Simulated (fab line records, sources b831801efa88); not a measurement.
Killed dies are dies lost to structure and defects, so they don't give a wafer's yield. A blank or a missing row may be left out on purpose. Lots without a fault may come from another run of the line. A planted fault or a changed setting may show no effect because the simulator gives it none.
Which tool did it? | flow gf180mcu | 10 lots, 30 wafers sampled, at 6 steps of a route of 602

WHAT THE GAUGES READ, wafer by wafer
GF_V4_BOW_MEAS_05. Usual: V4_BOW 134 um, standard deviation 9.6.
lot  | measured     | on            | V4_BOW (um) | flag
L535 | day 22 21:14 | film_metro-04 | 145 121 146 |
L536 | day 23 17:51 | film_metro-03 | 124 130 132 |
L538 | day 24 00:53 | film_metro-02 | 121 128 130 |
L542 | day 26 23:41 | film_metro-03 | 140 143 141 |
L544 | day 27 02:23 | film_metro-02 | 111 130 125 |
L547 | day 27 19:50 | film_metro-03 | 131 136 133 |
L552 | day 29 14:37 | film_metro-02 | 149 135 150 |
L554 | day 30 02:50 | film_metro-03 | 131 135 139 |
L553 | day 30 03:43 | film_metro-04 | 139 138 126 |
L555 | day 30 10:36 | film_metro-04 | 144 136 142 |

GF_MIM_RS_MEAS_10: measures by four-point-probe. Usual: MIM_ALCU_RS 0.1596 ohm/sq, standard deviation 0.0016.
lot  | measured     | on            | MIM_ALCU_RS (ohm/sq) | flag
L535 | day 23 21:55 | film_metro-02 | 0.1587 0.1595 0.1570 |
L536 | day 24 17:50 | film_metro-04 | 0.1575 0.1599 0.1598 |
L538 | day 25 00:35 | film_metro-02 | 0.1599 0.1620 0.1598 |
L542 | day 27 21:14 | film_metro-01 | 0.0859 0.1572 0.1588 | OFF
L544 | day 28 00:04 | film_metro-01 | 0.0864 0.0859 0.1563 | OFF
L547 | day 28 16:36 | film_metro-04 | 0.1583 0.1580 0.1559 |
L552 | day 30 11:17 | film_metro-02 | 0.1623 0.1600 0.1615 |
L554 | day 30 22:32 | film_metro-02 | 0.1607 0.1595 0.1587 |
L553 | day 30 22:58 | film_metro-01 | 0.1594 0.1610 0.1613 |
L555 | day 31 06:23 | film_metro-02 | 0.1577 0.1593 0.1593 |

GF_MIM_THK_MEAS_11: measures by xrf. Usual: MIM_ALCU_THK 198.9 nm, standard deviation 2.1.
lot  | measured     | on            | MIM_ALCU_THK (nm) | flag
L535 | day 23 22:02 | film_metro-02 | 200.1 200.0 202.1 |
L536 | day 24 17:57 | film_metro-04 | 200.2 198.4 196.4 |
L538 | day 25 00:41 | film_metro-02 | 199.5 195.1 197.3 |
L542 | day 27 21:20 | film_metro-01 | 362.2 202.6 200.5 | OFF
L544 | day 28 00:10 | film_metro-01 | 364.1 366.3 205.1 | OFF
L547 | day 28 16:43 | film_metro-04 | 199.6 199.0 201.0 |
L552 | day 30 11:25 | film_metro-02 | 194.4 198.3 196.5 |
L554 | day 30 22:39 | film_metro-02 | 197.2 199.4 199.2 |
L553 | day 30 23:05 | film_metro-01 | 199.8 195.8 197.2 |
L555 | day 31 06:30 | film_metro-02 | 201.5 199.3 199.1 |

WHICH TOOL RAN EACH LOT (tool, then ch and the chambers of the sampled wafers, then the start)
lot  | GF_M4_STRIP_17                       | GF_MIM_SPUTTER_00            | GF_MIM_SPUTTER_08
L535 | plasma_asher-01 ch 0,1, day 22 20:08 | pvd_sputter-01, day 23 21:31 | pvd_sputter-02, day 23 21:52
L536 | plasma_asher-01 ch 0,1, day 23 16:42 | pvd_sputter-01, day 24 17:24 | pvd_sputter-02, day 24 17:46
L538 | plasma_asher-01 ch 0,1, day 23 23:44 | pvd_sputter-02, day 25 00:09 | pvd_sputter-04, day 25 00:30
L542 | plasma_asher-01 ch 0,1, day 26 22:34 | pvd_sputter-01, day 27 20:46 | pvd_sputter-02, day 27 21:08
L544 | plasma_asher-01 ch 0,1, day 27 01:13 | pvd_sputter-04, day 27 23:37 | pvd_sputter-02, day 27 23:59
L547 | plasma_asher-04 ch 0,1, day 27 18:44 | pvd_sputter-02, day 28 16:11 | pvd_sputter-04, day 28 16:33
L552 | plasma_asher-01 ch 0,1, day 29 13:24 | pvd_sputter-04, day 30 10:53 | pvd_sputter-02, day 30 11:14
L554 | plasma_asher-04 ch 0,1, day 30 01:44 | pvd_sputter-04, day 30 22:07 | pvd_sputter-02, day 30 22:28
L553 | plasma_asher-01 ch 0,1, day 30 02:36 | pvd_sputter-01, day 30 22:32 | pvd_sputter-04, day 30 22:53
L555 | plasma_asher-01 ch 0,1, day 30 09:29 | pvd_sputter-02, day 31 05:58 | pvd_sputter-01, day 31 06:19
- GF_M4_STRIP_17: strips in O2/N2.
- GF_MIM_SPUTTER_00: material Ti, target thk 37.5 nm, time 150 s.
- GF_MIM_SPUTTER_08: material AlCu, target thk 200 nm, time 10.6 s.

WHAT THE TOOLS THEMSELVES READ (means of the sampled wafers that have a number; where no wafer has one, the mark that the record gives instead)
GF_M4_STRIP_17. Usual: chamber_pressure_mTorr 1499.9 mTorr, standard deviation 1.3; drypump_motor_current_A 5.6 A, standard deviation 0.31; heater_power_w 317 W, standard deviation 33; oes_product_au 0.557 a.u., standard deviation 0.005; platen_temp_c 250.01 C, standard deviation 0.19; strip_time_to_endpoint_s 7.86 s, standard deviation 0.049.
lot  | tool            | chamber_pressure_mTorr (mTorr) | drypump_motor_current_A (A) | heater_power_w (W) | oes_product_au (a.u.) | platen_temp_c (C) | strip_time_to_endpoint_s (s) | flag
L535 | plasma_asher-01 | 1500.9                         | 5.8                         | 318                | 0.561                 | 250.02            | 7.94                         |
L536 | plasma_asher-01 | 1499.1                         | 5.8                         | 314                | 0.558                 | 250.06            | 7.95                         |
L538 | plasma_asher-01 | 1499.2                         | 5.8                         | 314                | 0.558                 | 250.05            | 7.84                         |
L542 | plasma_asher-01 | 1501.3                         | 5.6                         | 327                | 0.556                 | 249.93            | 7.81                         |
L544 | plasma_asher-01 | 1501.9                         | 5.6                         | 327                | 0.553                 | 249.87            | 7.85                         |
L547 | plasma_asher-04 | 1498.9                         | 5.5                         | 322                | 0.558                 | 249.93            | 7.87                         |
L552 | plasma_asher-01 | 1499.9                         | 5.8                         | 315                | 0.554                 | 249.90            | 7.84                         |
L554 | plasma_asher-04 | 1500.1                         | 5.3                         | 349                | 0.557                 | 250.05            | 7.88                         |
L553 | plasma_asher-01 | 1500.9                         | 5.6                         | 325                | 0.558                 | 249.93            | 7.89                         |
L555 | plasma_asher-01 | 1499.3                         | 5.8                         | 316                | 0.552                 | 250.02            | 7.84                         |

GF_MIM_SPUTTER_00. Usual: cathode_dc_power_W 4000.0 W, standard deviation 0.72; throttle_valve_pct 29.8 %, standard deviation 0.65.
lot  | tool           | cathode_dc_power_W (W) | throttle_valve_pct (%) | flag
L535 | pvd_sputter-01 | 4000.0                 | 29.6                   |
L536 | pvd_sputter-01 | 3999.3                 | 29.3                   |
L538 | pvd_sputter-02 | 3999.9                 | 29.9                   |
L542 | pvd_sputter-01 | 3999.5                 | 29.5                   |
L544 | pvd_sputter-04 | 3999.9                 | 30.5                   |
L547 | pvd_sputter-02 | 4000.4                 | 30.0                   |
L552 | pvd_sputter-04 | 3999.4                 | 30.8                   |
L554 | pvd_sputter-04 | 3999.1                 | 30.4                   |
L553 | pvd_sputter-01 | 4000.1                 | 29.0                   |
L555 | pvd_sputter-02 | 3999.6                 | 30.0                   |

GF_MIM_SPUTTER_08. Usual: cathode_dc_power_W 10600 W, standard deviation 2; throttle_valve_pct 29.9 %, standard deviation 0.65.
lot  | tool           | cathode_dc_power_W (W) | throttle_valve_pct (%) | flag
L535 | pvd_sputter-02 | 10600                  | 29.9                   |
L536 | pvd_sputter-02 | 10600                  | 30.3                   |
L538 | pvd_sputter-04 | 10601                  | 30.2                   |
L542 | pvd_sputter-02 | 10600                  | 30.3                   |
L544 | pvd_sputter-02 | 10600                  | 29.5                   |
L547 | pvd_sputter-04 | 10600                  | 30.1                   |
L552 | pvd_sputter-02 | 10602                  | 30.2                   |
L554 | pvd_sputter-02 | 10601                  | 29.7                   |
L553 | pvd_sputter-04 | 10602                  | 30.1                   |
L555 | pvd_sputter-01 | 10599                  | 29.4                   |

THE ANSWER, worked out from the rows above alone
Rule: a lot is off if the mean of its wafers that have a number lies more than 3 standard deviations from the usual mean. A lot without any number at a reading at which 4 lots or more have one is off too. The other lots that the step has rows for count as sound. The gauges are gone through in route order, then the tools' own readings, and for those a lot's mean is taken as printed above. The first step at which some lot is off is used, and at that step the reading that is off furthest; a lot without a number counts as furthest.
Off: L542, L544, at GF_MIM_RS_MEAS_10 (MIM_ALCU_RS).
A tool fits if, at a process step before that reading, it ran every lot that is off, and no sound lot after the first of them. The gauges at GF_MIM_RS_MEAS_10 are tried like those tools. None of those tried fits.

WHAT THE SIMULATOR HAD PUT IN
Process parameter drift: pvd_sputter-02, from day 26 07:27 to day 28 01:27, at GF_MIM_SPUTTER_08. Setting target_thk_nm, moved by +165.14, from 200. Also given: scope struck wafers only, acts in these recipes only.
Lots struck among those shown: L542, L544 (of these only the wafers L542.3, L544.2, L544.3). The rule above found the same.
